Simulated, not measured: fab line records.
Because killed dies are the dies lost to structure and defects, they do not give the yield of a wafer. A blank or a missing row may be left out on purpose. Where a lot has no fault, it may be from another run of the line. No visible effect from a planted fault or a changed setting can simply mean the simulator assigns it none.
fab line records | flow sky130
record: lots: 6 wafers: 18 last-day: 50
route steps=708 shown SPACER@306 POLY_CUT@307 SD_P@320 RES_XHIGH@332 SD_N@342 PAD_OPEN@708
lots with no fault: from the same line, run without faults
start-h: start of the lot's first displayed wafer, in hours after the record's first day | wait-h: hours since the lot's step before | " identical to the entry in the row above | L1.1+2: several wafers, shown together as one row | - no value present, or no start provided | * or withheld: withheld | < > ~ a bound
route shown NAME@n: names a module that has steps shown in the file, with the first one's number in the route | usual: the fault-free wafers' mean and standard deviation | same: alike in all rows | chamber/n: place in a boat | sites: the reading at each site | _std_site: standard deviation across them | _edge_site: mean of outer sites minus mean of inner sites | radius-mm: for every site, how far away it sits from the centre of the wafer | mask NAME#n: copy n | behind: the tool/chamber that last shaped the wafer | hold: cause of the lot's hold/its duration in hours/its outcome | device: the transistor (n, p or np) that didn't switch | end of line: the tests these same wafers got at the end of their route | where a step has no rows: the recipe by itself | killed: dies that structure and defects cost at the first sort, which is not the same as the wafer's yield | map: a wafer's dies, x killed, . not, _ none there
set.NAME: the setting that was run; set.NAME@STEP: the one run at that earlier step | model.NAME: the simulator's own value behind a step, which no gauge read
lots at selected steps of the route; one table per step, one row per wafer
services: the hour from which a tool's chamber was out of use, counted from the record's first day as start-h (under 0 if before that day), plus the number of hours and why
== steps ==
step: SKY_SPACER_ETCHBACK_02
recipe: chemistry: CH3F/O2 target: Si3N4 stop-on: SiO2 source-w: 400 bias-w: 80 pressure-mtorr: 25 ch3f-flow-sccm: 40 O2_flow_sccm: 30 time-s: 46.7 target-depth-a: 450
usual: chamber-pressure-mTorr: 25.002/0.022 drypump-motor-current-A: 5.9/0.47 oes-product-au: 0.858/0.0067 throttle-valve-pct: 10.563/0.0084
columns lot.wafer tool chamber start-h wait-h chamber-pressure-mTorr drypump-motor-current-A oes-product-au rf-hours-counter-h throttle-valve-pct
L192.1 rie-diel-01 1 561.92 0.1 25.021 6.5 0.855 8 10.564
L192.2 " 0 " " 25.016 5.5 0.867 80 10.567
L192.4 " 3 " " 25.036 6.6 0.855 0 10.566
L194.1 rie-diel-01 0 576.74 0.1 24.995 5.6 0.861 80 10.573
L194.3 " 3 " " 24.989 6.6 0.854 0 10.577
L194.5 " 2 " " 25.004 5.8 0.859 - 10.568
L206.2 rie-diel-01 3 684.81 0.0 24.988 6.6 0.857 2 10.565
L206.4 " 2 " " 25.016 5.7 0.868 11 10.576
L206.6 " 2 " " 25.030 5.8 0.857 - 10.551
L207.1 rie-diel-04 0 689.53 0.1 25.009 5.4 0.852 11 10.553
L207.2 " 3 " " 24.996 5.3 0.862 0 10.563
L207.6 " 0 " " 25.000 5.4 0.848 - 10.574
L208.3 rie-diel-04 2 692.63 0.0 24.981 5.5 0.853 1 10.557
L208.4 " 3 " " 24.998 5.3 0.857 0 10.567
L208.6 " 1 " " 25.023 5.4 0.849 - 10.569
L209.1 rie-diel-01 2 718.96 0.1 24.975 5.7 0.868 12 10.567
L209.4 " 0 " " 24.975 5.6 0.857 3 10.569
L209.6 " 2 " " 25.001 5.7 0.865 - 10.552
step: SKY_POLY_CUT_DEHYDRATE_00
recipe: temp-c: 200 time-s: 60
step: SKY_POLY_CUT_HMDS_01
recipe: prime-time-s: 60 prime-temp-c: 120
step: SKY_POLY_CUT_COAT_02
recipe: resist: BARC temp-c: withheld time-s: withheld spin-rpm: 3000 resist-thk-nm: 60
step: SKY_POLY_CUT_COAT_03
recipe: resist: KrF-thick spin-rpm: 3000 resist-thk-nm: 450
step: SKY_POLY_CUT_SOFTBAKE_04
recipe: temp-c: 100 time-s: 90 resist: KrF-thick
step: SKY_POLY_CUT_EXPOSE_05
recipe: mask-id: NPCM na: 0.8 source-shape: annular sigma-inner: 0.55 sigma-outer: 0.85 target-cd-nm: 270 dose-mj: 32
step: SKY_POLY_CUT_PEB_06
recipe: peb-temp-c: withheld peb-time-s: withheld resist: KrF-thick
step: SKY_POLY_CUT_DEVELOP_07
recipe: develop-time-s: 60 resist: KrF-thick dev-temp-c: 21
step: SKY_POLY_CUT_CD_MEAS_08
recipe: target-cd-nm: 270
usual: cd-nm: 270.0/1.4
columns lot.wafer tool chamber start-h wait-h cd-nm
L192.1 cd-sem-01 - 591.57 - 269.3
L192.2 " - " " 270.0
L192.4 " - " " 269.2
L194.1 cd-sem-01 - 606.32 - 270.5
L194.3 " - " " 269.4
L194.5 " - " " 271.5
L206.2 cd-sem-01 - 712.05 - 270.9
L206.4 " - " " 271.9
L206.6 " - " " 272.5
L207.1 cd-sem-02 - 716.62 - 270.4
L207.2 " - " " 271.1
L207.6 " - " " 269.1
L208.3 cd-sem-02 - 719.76 - 271.2
L208.4 " - " " 270.0
L208.6 " - " " 271.1
L209.1 cd-sem-01 - 746.18 - 271.8
L209.4 " - " " 272.1
L209.6 " - " " 273.3
step: SKY_POLY_CUT_OVL_MEAS_09
usual: POLY_CUT_OVL: -1/5.5
columns lot.wafer tool chamber start-h wait-h POLY_CUT_OVL[nm]
L192.1 overlay-01 - 591.69 0.1 3
L192.2 " - " " 4
L192.4 " - " " 1
L194.1 overlay-01 - 606.44 0.1 -5
L194.3 " - " " -2
L194.5 " - " " 0
L206.2 overlay-02 - 712.15 0.1 1
L206.4 " - " " -1
L206.6 " - " " -1
L207.1 overlay-02 - 716.74 0.1 -8
L207.2 " - " " -2
L207.6 " - " " 0
L208.3 overlay-02 - 719.85 0.1 -1
L208.4 " - " " -1
L208.6 " - " " 1
L209.1 overlay-01 - 746.30 0.1 -5
L209.4 " - " " -7
L209.6 " - " " -2
step: SKY_POLY_CUT_ETCH_10
recipe: chemistry: N2/H2 target: BARC ion-energy-ev: 200 source-w: 500 bias-w: 100 pressure-mtorr: 30 n2-flow-sccm: 100 h2-flow-sccm: 200 stop-on: SiO2 time-s: 45.9 target-depth-a: 600
usual: chamber-pressure-mTorr: 29.997/0.028 drypump-motor-current-A: 5.7/0.48 oes-product-au: 0.854/0.0055 throttle-valve-pct: 13.225/0.0087
columns lot.wafer tool chamber start-h wait-h chamber-pressure-mTorr drypump-motor-current-A oes-product-au rf-hours-counter-h throttle-valve-pct
L192.1 rie-diel-03 2 591.73 0.0 30.005 5.6 0.862 17 13.229
L192.2 " 3 " " 30.015 5.8 0.853 8 13.224
L192.4 " 0 " " 30.015 5.1 0.846 9 13.226
L194.1 rie-diel-01 2 606.48 0.0 30.008 5.8 0.858 10 13.229
L194.3 " 1 " " 29.979 6.5 0.859 9 13.225
L194.5 " 1 " " 30.011 6.6 0.858 - 13.226
L206.2 rie-diel-04 3 712.18 0.0 30.010 5.3 0.860 1 13.231
L206.4 " 0 " " 30.024 5.5 0.854 12 13.224
L206.6 " 0 " " 29.962 5.5 0.869 - 13.232
L207.1 rie-diel-04 0 716.78 0.0 30.014 5.5 0.867 12 13.214
L207.2 " 1 " " 29.997 5.4 0.859 5 13.222
L207.6 " 1 " " 30.049 5.4 0.852 - 13.225
L208.3 rie-diel-01 0 719.88 0.0 30.047 5.6 0.853 3 13.221
L208.4 " 1 " " 29.990 6.5 0.848 12 13.226
L208.6 " 1 " " 29.953 6.5 0.842 - 13.237
L209.1 rie-diel-01 0 746.33 0.0 29.969 5.6 0.853 3 13.227
L209.4 " 1 " " 29.976 6.5 0.859 - 13.217
L209.6 " 0 " " 30.014 5.6 0.859 - 13.219
step: SKY_POLY_CUT_ETCH_11
recipe: target: Si3N4 chemistry: CF4/CH2F2/Ar stop-on: poly-Si source-w: 600 bias-w: 150 pressure-mtorr: 40 cf4-flow-sccm: 40 ch2f2-flow-sccm: 20 Ar_flow_sccm: 150 time-s: 42.5 target-depth-a: 600
usual: cf4-flow-sccm: 40.00/0.12 chamber-pressure-mTorr: 40.00/0.054 drypump-motor-current-A: 5.7/0.48 oes-product-au: 0.831/0.006 throttle-valve-pct: 14.994/0.009
columns lot.wafer tool chamber start-h wait-h cf4-flow-sccm chamber-pressure-mTorr drypump-motor-current-A oes-product-au rf-hours-counter-h throttle-valve-pct
L192.1 rie-diel-03 2 591.77 0.0 40.15 39.96 5.6 0.835 17 14.992
L192.2 " 3 " " 39.91 39.96 5.9 0.847 8 14.981
L192.4 " 0 " " 39.96 39.92 5.1 0.826 9 14.981
L194.1 rie-diel-01 2 606.52 0.0 40.24 40.13 5.7 0.828 10 14.993
L194.3 " 1 " " 40.16 40.06 6.5 0.830 9 14.999
L194.5 " 1 " " 40.06 39.96 6.5 0.827 - 14.987
L206.2 rie-diel-04 3 712.23 0.0 40.01 40.47 5.3 0.825 1 14.999
L206.4 " 0 " " 40.23 39.99 5.4 0.829 12 14.983
L206.6 " 0 " " 39.86 39.96 5.4 0.828 - 14.981
L207.1 rie-diel-04 0 716.82 0.0 39.91 40.00 5.5 0.823 12 14.979
L207.2 " 1 " " 39.95 40.02 5.4 0.829 5 14.980
L207.6 " 1 " " 39.99 40.04 5.4 0.835 - 14.988
L208.3 rie-diel-01 0 719.92 0.0 40.13 40.01 5.6 0.827 3 14.995
L208.4 " 1 " " 39.91 39.98 6.6 0.829 12 14.989
L208.6 " 1 " " 39.96 39.99 6.6 0.834 - 14.993
L209.1 rie-diel-01 0 746.38 0.0 40.20 40.02 5.6 0.835 3 15.000
L209.4 " 1 " " 39.95 40.00 6.5 0.830 - 14.993
L209.6 " 0 " " 40.09 40.07 5.6 0.829 - 14.993
step: SKY_POLY_CUT_STRIP_12
recipe: chemistry: O2/N2 power-w: 1400 pressure-mtorr: 1500 platen-temp-c: withheld o2-flow-sccm: 3000 n2-flow-sccm: 300 overash-fraction: 0.5
usual: chamber-pressure-mTorr: 1500.1/1.4 drypump-motor-current-A: 5.5/0.4 oes-product-au: 0.453/0.0045 strip-time-to-endpoint-s: 5.354/0.018
columns lot.wafer tool chamber start-h wait-h chamber-pressure-mTorr drypump-motor-current-A oes-product-au rf-hours-counter-h strip-time-to-endpoint-s
L192.1 plasma-asher-04 1 591.81 0.0 1500.2 5.0 0.456 16 5.366
L192.2 " 0 " " 1496.7 5.9 0.453 16 5.408
L192.4 " 0 " " 1500.2 5.9 0.448 - 5.386
L194.1 plasma-asher-04 1 606.56 0.0 1497.5 5.0 0.453 17 5.367
L194.3 " 0 " " 1499.8 5.9 0.446 - 5.383
L194.5 " 1 " " 1499.6 4.9 0.461 - 5.363
L206.2 plasma-asher-02 1 712.27 0.0 1499.1 5.9 0.450 60 5.384
L206.4 " 0 " " 1500.2 5.3 0.460 - 5.360
L206.6 " 1 " " 1501.1 5.9 0.443 - 5.350
L207.1 plasma-asher-02 1 716.86 0.0 1499.8 5.9 0.452 60 5.369
L207.2 " 0 " " 1499.7 5.3 0.449 60 5.347
L207.6 " 1 " " 1500.6 5.9 0.455 - 5.373
L208.3 plasma-asher-02 0 719.99 0.1 1501.6 5.3 0.459 - 5.359
L208.4 " 1 " " 1499.9 5.9 0.442 - 5.345
L208.6 " 1 " " 1501.0 5.9 0.455 - 5.341
L209.1 plasma-asher-02 0 746.42 0.0 1499.6 5.3 0.453 63 5.336
L209.4 " 0 " " 1497.8 5.3 0.459 - 5.344
L209.6 " 1 " " 1500.3 5.9 0.448 - 5.352
step: SKY_SD_P_DEHYDRATE_00
recipe: temp-c: 200 time-s: 60
step: SKY_SD_P_HMDS_01
recipe: prime-time-s: 60 prime-temp-c: 120
step: SKY_SD_P_COAT_02
recipe: resist: NOVOLAK spin-rpm: 3000 resist-thk-nm: 1140
step: SKY_SD_P_SOFTBAKE_03
recipe: temp-c: 90 time-s: 60 resist: NOVOLAK
step: SKY_SD_P_EXPOSE_04
recipe: mask-id: PSDM na: 0.6 source-shape: conventional sigma-outer: 0.6 polarization: unpolarized target-cd-nm: 380 dose-mj: 138
step: SKY_SD_P_PEB_05
recipe: temp-c: withheld time-s: * resist: NOVOLAK
step: SKY_SD_P_DEVELOP_06
recipe: resist: NOVOLAK developer: TMAH develop-time-s: 60 dev-temp-c: 23
step: SKY_SD_P_CD_MEAS_07
recipe: target-cd-nm: 380
usual: cd-nm: 380.3/2.3
columns lot.wafer tool chamber start-h wait-h cd-nm
L192.1 cd-sem-02 - 620.99 0.1 380.2
L192.2 " - " " 376.7
L192.4 " - " " 374.3
L194.1 cd-sem-01 - 635.24 0.1 378.6
L194.3 " - " " 378.6
L194.5 " - " " 378.3
L206.2 cd-sem-01 - 738.40 0.1 383.7
L206.4 " - " " 383.3
L206.6 " - " " 379.2
L207.1 cd-sem-02 - 742.79 0.1 376.0
L207.2 " - " " 375.9
L207.6 " - " " 376.7
L208.3 cd-sem-02 - 747.63 0.1 379.6
L208.4 " - " " 378.2
L208.6 " - " " 378.9
L209.1 cd-sem-01 - 773.69 0.1 379.5
L209.4 " - " " 377.7
L209.6 " - " " 379.4
step: SKY_SD_P_OVL_MEAS_08
usual: SD_P_OVL: -0.1/1.5
columns lot.wafer tool chamber start-h wait-h SD_P_OVL[nm]
L192.1 overlay-02 - 621.11 0.1 1.4
L192.2 " - " " -0.1
L192.4 " - " " 0.5
L194.1 overlay-02 - 635.36 0.1 1.8
L194.3 " - " " 1.9
L194.5 " - " " 2.5
L206.2 overlay-02 - 738.50 0.1 -1.6
L206.4 " - " " -0.8
L206.6 " - " " -1.0
L207.1 overlay-02 - 742.91 0.1 0.0
L207.2 " - " " -1.0
L207.6 " - " " 0.5
L208.3 overlay-02 - 747.72 0.1 -0.7
L208.4 " - " " 1.0
L208.6 " - " " 1.2
L209.1 overlay-02 - 773.81 0.1 -0.1
L209.4 " - " " 0.7
L209.6 " - " " 0.0
step: SKY_SD_P_IMPLANT_09
recipe: species: BF2 energy-kev: 20 dose-cm2: 3.044e+15 tilt-deg: 0
step: SKY_SD_P_STRIP_10
recipe: chemistry: O2/N2 power-w: 1400 pressure-mtorr: 1500 platen-temp-c: withheld o2-flow-sccm: 3000 n2-flow-sccm: 300 overash-fraction: 0.5
usual: chamber-pressure-mTorr: 1500.0/1.3 drypump-motor-current-A: 5.6/0.46 oes-product-au: 0.617/0.0046 strip-time-to-endpoint-s: 17.52/0.039
columns lot.wafer tool chamber start-h wait-h chamber-pressure-mTorr drypump-motor-current-A oes-product-au rf-hours-counter-h strip-time-to-endpoint-s
L192.1 plasma-asher-01 0 621.30 0.1 1501.3 5.9 0.622 83 17.52
L192.2 " 1 " " 1500.5 5.1 0.615 83 17.57
L192.4 " 1 " " 1501.4 5.1 0.615 - 17.60
L194.1 plasma-asher-03 1 635.55 0.1 1500.3 5.7 0.619 96 17.53
L194.3 " 0 " " 1499.7 6.2 0.615 - 17.55
L194.5 " 1 " " 1502.0 5.7 0.611 - 17.50
L206.2 plasma-asher-01 0 738.68 0.1 1499.9 5.8 0.622 95 17.49
L206.4 " 1 " " 1499.7 5.1 0.623 - 17.52
L206.6 " 0 " " 1500.2 5.9 0.615 - 17.57
L207.1 plasma-asher-03 1 743.10 0.1 1500.7 5.7 0.606 0 17.50
L207.2 " 0 " " 1498.5 6.2 0.621 0 17.47
L207.6 " 0 " " 1500.4 6.2 0.618 - 17.57
L208.3 plasma-asher-01 0 747.93 0.1 1502.7 5.9 0.611 - 17.47
L208.4 " 1 " " 1499.7 5.1 0.612 - 17.53
L208.6 " 0 " " 1503.2 5.9 0.622 - 17.49
L209.1 plasma-asher-04 1 774.00 0.1 1501.0 5.0 0.614 33 17.48
L209.4 " 1 " " 1501.2 5.0 0.602 - 17.47
L209.6 " 1 " " 1499.8 5.0 0.613 - 17.47
step: SKY_SD_P_TW_MEAS_11
usual: SD_P_TW: 2792/38
columns lot.wafer tool chamber start-h wait-h SD_P_TW
L192.1 film-metro-01 - 621.40 0.1 2764
L192.2 " - " " 2756
L192.4 " - " " 2754
L194.1 film-metro-02 - 635.65 0.1 2820
L194.3 " - " " 2824
L194.5 " - " " 2812
L206.2 film-metro-02 - 738.79 0.1 2851
L206.4 " - " " 2850
L206.6 " - " " 2857
L207.1 film-metro-04 - 743.20 0.1 2829
L207.2 " - " " 2830
L207.6 " - " " 2812
L208.3 film-metro-04 - 748.01 0.1 2803
L208.4 " - " " 2802
L208.6 " - " " 2807
L209.1 film-metro-04 - 774.10 0.1 2799
L209.4 " - " " 2796
L209.6 " - " " 2803
step: SKY_RES_XHIGH_DEHYDRATE_00
recipe: temp-c: 200 time-s: 60
step: SKY_RES_XHIGH_HMDS_01
recipe: prime-time-s: 60 prime-temp-c: 120
step: SKY_RES_XHIGH_COAT_02
recipe: resist: NOVOLAK spin-rpm: 3000 resist-thk-nm: 1140
step: SKY_RES_XHIGH_SOFTBAKE_03
recipe: temp-c: 90 time-s: 60 resist: NOVOLAK
step: SKY_RES_XHIGH_EXPOSE_04
recipe: mask-id: URPM na: 0.6 source-shape: conventional sigma-outer: 0.6 polarization: unpolarized target-cd-nm: 1270 dose-mj: 140
step: SKY_RES_XHIGH_PEB_05
recipe: temp-c: withheld time-s: * resist: NOVOLAK
step: SKY_RES_XHIGH_DEVELOP_06
recipe: resist: NOVOLAK developer: TMAH develop-time-s: 60 dev-temp-c: 23
step: SKY_RES_XHIGH_IMPLANT_07
recipe: species: BF2 energy-kev: 20 dose-cm2: 3.6e+14 tilt-deg: 0
step: SKY_RES_XHIGH_STRIP_08
recipe: chemistry: O2/N2 power-w: 1400 pressure-mtorr: 1500 platen-temp-c: withheld o2-flow-sccm: 3000 n2-flow-sccm: 300 overash-fraction: 0.5
usual: chamber-pressure-mTorr: 1500.0/1.3 drypump-motor-current-A: 5.7/0.38 oes-product-au: 0.712/0.0047 strip-time-to-endpoint-s: 14.26/0.041
columns lot.wafer tool chamber start-h wait-h chamber-pressure-mTorr drypump-motor-current-A oes-product-au rf-hours-counter-h strip-time-to-endpoint-s
L192.1 plasma-asher-03 0 650.19 0.1 1499.1 6.1 0.706 97 14.29
L192.2 " 1 " " 1502.9 5.7 0.717 97 14.30
L192.4 " 1 " " 1499.2 5.7 0.714 - 14.29
L194.1 plasma-asher-04 0 664.33 0.1 1499.7 5.9 0.707 23 14.27
L194.3 " 1 " " 1499.3 5.0 0.717 - 14.31
L194.5 " 1 " " 1501.0 5.0 0.707 - 14.29
L206.2 plasma-asher-02 0 765.52 0.1 1499.9 5.3 0.705 65 14.24
L206.4 " 1 " " 1503.8 5.9 0.712 - 14.23
L206.6 " 0 " " 1500.4 5.3 0.718 - 14.21
L207.1 plasma-asher-03 0 770.23 0.1 1500.2 6.2 0.720 3 14.26
L207.2 " 1 " " 1499.1 5.8 0.706 3 14.22
L207.6 " 0 " " 1501.8 6.2 0.710 - 14.26
L208.3 plasma-asher-02 0 775.26 0.1 1498.9 5.3 0.716 - 14.22
L208.4 " 1 " " 1501.3 5.9 0.714 - 14.19
L208.6 " 0 " " 1501.9 5.3 0.708 - 14.22
L209.1 plasma-asher-02 0 799.74 0.1 1501.1 5.3 0.707 68 14.21
L209.4 " 0 " " 1500.0 5.3 0.706 - 14.25
L209.6 " 1 " " 1500.9 5.9 0.713 - 14.27
step: SKY_RES_XHIGH_TW_MEAS_09
usual: RES_XHIGH_TW: 1620/22
columns lot.wafer tool chamber start-h wait-h RES_XHIGH_TW
L192.1 film-metro-04 - 650.29 0.1 1610
L192.2 " - " " 1616
L192.4 " - " " 1614
L194.1 film-metro-02 - 664.43 0.1 1632
L194.3 " - " " 1627
L194.5 " - " " 1628
L206.2 film-metro-04 - 765.63 0.1 1621
L206.4 " - " " 1610
L206.6 " - " " 1611
L207.1 film-metro-02 - 770.33 0.1 1650
L207.2 " - " " 1653
L207.6 " - " " 1651
L208.3 film-metro-02 - 775.35 0.1 1657
L208.4 " - " " 1647
L208.6 " - " " 1644
L209.1 film-metro-01 - 799.84 0.1 1591
L209.4 " - " " 1587
L209.6 " - " " 1583
step: SKY_SD_N_DEHYDRATE_00
recipe: temp-c: 200 time-s: 60
step: SKY_SD_N_HMDS_01
recipe: prime-time-s: 60 prime-temp-c: 120
step: SKY_SD_N_COAT_02
recipe: resist: NOVOLAK spin-rpm: 3000 resist-thk-nm: 1140
step: SKY_SD_N_SOFTBAKE_03
recipe: temp-c: 90 time-s: 60 resist: NOVOLAK
step: SKY_SD_N_EXPOSE_04
recipe: mask-id: NSDM na: 0.6 source-shape: conventional sigma-outer: 0.6 polarization: unpolarized target-cd-nm: 380 dose-mj: 142.6
step: SKY_SD_N_PEB_05
recipe: temp-c: withheld time-s: * resist: NOVOLAK
step: SKY_PAD_OPEN_PROBE_99
usual: killed_at_M0_to_M3: 44/7.6 killed_at_M4_up: 3.2/1.7 killed-at-contacts: 24/5.7 killed-at-front-end: 16/3.9 killed-at-other: 0.2/0.45 killed-dies: 87/9.5 killed-open: 47/6.9 killed-short: 40/5.8
same: gross-dies: 492 killed-at-back-side: 0
columns lot.wafer tool chamber start-h wait-h killed_at_M0_to_M3 killed_at_M4_up killed-at-contacts killed-at-front-end killed-at-other killed-dies killed-open killed-short
L208.3 prober-01 - 1184.61 0.2 44 2 24 62 1 133 45 41
L208.4 prober-01 - 1184.66 0.2 33 2 39 73 0 147 53 35
L208.6 prober-01 - 1184.76 0.2 36 1 18 76 0 131 35 34
L209.1 prober-02 - 1196.04 0.1 38 2 28 62 0 130 46 38
L209.4 prober-02 - 1196.19 0.2 37 4 16 74 1 132 40 30
L209.6 prober-02 - 1196.29 0.2 28 3 25 54 0 110 36 27
killed by level:class
L208.3 POLY_CUT:unspecified=47 VIA1:geometric-particle:open=14 LI_CONTACT:geometric-particle:open=10 CONTACT:geometric-particle:short=6 VIA1:geometric-particle:short=6 VIA3:geometric-particle:open=6 CONTACT:geometric-particle:open=5 METAL1:geometric-particle:short=5
L208.4 POLY_CUT:unspecified=59 CONTACT:geometric-particle:open=17 VIA1:geometric-particle:open=10 CONTACT:geometric-particle:short=7 LI_CONTACT:geometric-particle:open=6 LOCAL_INTERCONNECT:geometric-particle:short=6 VIA3:geometric-particle:open=5 METAL1:geometric-particle:short=5
L208.6 POLY_CUT:unspecified=62 VIA1:geometric-particle:open=6 VIA1:geometric-particle:short=6 VIA2:geometric-particle:open=6 CONTACT:geometric-particle:open=5 METAL1:geometric-particle:short=5 FIELD_ISO:geometric-particle:short=4 FIELD_ISO:geometric-particle:open=4
L209.1 POLY_CUT:unspecified=46 CONTACT:geometric-particle:open=13 METAL1:geometric-particle:short=9 FIELD_ISO:geometric-particle:open=8 LI_CONTACT:geometric-particle:open=8 VIA1:geometric-particle:open=8 METAL2:geometric-particle:short=5 CONTACT:geometric-particle:short=4
L209.4 POLY_CUT:unspecified=62 VIA1:geometric-particle:open=15 CONTACT:geometric-particle:open=10 METAL1:geometric-particle:short=5 VIA2:geometric-particle:short=4 VIA3:geometric-particle:short=4 FIELD_ISO:geometric-particle:open=3 FIELD_ISO:geometric-particle:short=3
L209.6 POLY_CUT:unspecified=47 CONTACT:geometric-particle:open=8 LI_CONTACT:geometric-particle:open=7 VIA1:geometric-particle:open=6 METAL1:geometric-particle:short=5 CONTACT:geometric-particle:short=4 VIA2:geometric-particle:open=4 FIELD_ISO:geometric-particle:short=3
map L208.4 (x killed, . not)
__________.....xxx.._________
________....xx..x....._______
______...x.x............_____
_____....xxxx.......x..x.____
____..........x.........x.___
___...........x.xxx..x..x..__
__..........x......x.x......_
_..xxxxx..x.x.x.....x....x...
_.....x....xx..x..x.....x....
_...x...x...x..x.xxxxx....x..
_.............x..xxxxxxxx.x..
_........xx..x...xxxxxxxxx...
_.xx........xx.x.xxxxxxxxxx..
_....xx....xx....xxxxxxxxx...
_........x......x.xxxxxxxx...
__........x...x..xxxxxxxx..._
___.x.x..x........xx.xx....__
____......x......x........___
_____..x....xx.....x....x____
______.x...x.x...xx.xx.._____
________.......x......_______
__________.xx.x...x._________
map L209.4 (x killed, . not)
__________...x......_________
________.....x.....x.._______
______......xx...x......_____
_____.....x.x......x.x...____
____x...........x.........___
___...........x.x.....x....__
__x.x.....x..x.......x......_
_..........x..x.........x....
_x....xx.......x.x....x.x....
_..................x.xxxx....
_..........x....xxxxxxxxxxx.x
_.......x.......xxxxxxxxxx...
_....x........x.xxxxxxxxxxx..
_x.......x......xxxxxxxxxx...
_....xx..x...x.x..xxxxxxx...x
__......xx.x..x..xxxxxxxx.x._
___.....x........xxxx.xxxx.__
____x..x...x..............___
_____.x..xx........x.....____
______........x..x......_____
________..x.....x...x._______
__________.......x.._________
== services ==
columns tool chamber start-h hours kind
plasma-asher-03 - 547.39 15.6 pm
rie-diel-03 0 554.90 5.5 repair
plasma-asher-04 - 564.27 4.8 repair
rie-diel-01 1 568.66 15.7 repair
rie-diel-01 0 584.38 - clean
rie-diel-01 0 584.38 35.0 scheduled-down
plasma-asher-03 - 596.56 2.9 repair
rie-diel-01 - 602.62 2.8 pm
plasma-asher-02 - 614.61 1.3 repair
rie-diel-03 3 617.52 7.1 repair
rie-diel-04 3 636.51 15.5 repair
rie-diel-01 - 650.84 15.6 pm
rie-diel-04 2 668.38 1.2 repair
rie-diel-01 2 673.50 6.6 repair
rie-diel-04 0 673.86 2.6 repair
plasma-asher-02 - 683.36 1.3 repair
plasma-asher-04 - 684.43 1.0 repair
rie-diel-04 0 725.30 13.0 repair
plasma-asher-03 - 733.75 9.0 pm
rie-diel-01 1 738.36 3.1 repair
rie-diel-01 2 740.48 17.9 repair
plasma-asher-04 - 749.54 2.8 pm
rie-diel-01 0 758.35 34.6 repair
rie-diel-03 3 790.09 3.4 repair
== key ==
first-sign: step: SKY_PAD_OPEN_PROBE_99 reading: killed-at-front-end direction: up sigmas: 13 usual: 16 struck: 67
effect: step: SKY_PAD_OPEN_PROBE_99 reading: killed-dies direction: up sigmas: 4.6 usual: 87 struck: 130
met-at SKY_POLY_CUT_ETCH_11
struck-wafers L208.3,L208.4,L208.6,L209.1,L209.4,L209.6
tester-left-out L208,L209
onset-between 606.52 719.92
also-fits time
fault: kind: chamber-particle-source tool: rie-diel-01 chamber: - onset-h: 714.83 steps: SKY_POLY_CUT_ETCH_11 rate-per-visit-cm2: 1.1786 end-h: 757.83
tester-left-out: of these lots the tester's yield and bins aren't shown, on N5 and GAA mostly nor the transistor test; their killed dies are dies lost to structure and defects alone, not to doping, threshold or leakage, so they don't give the yield
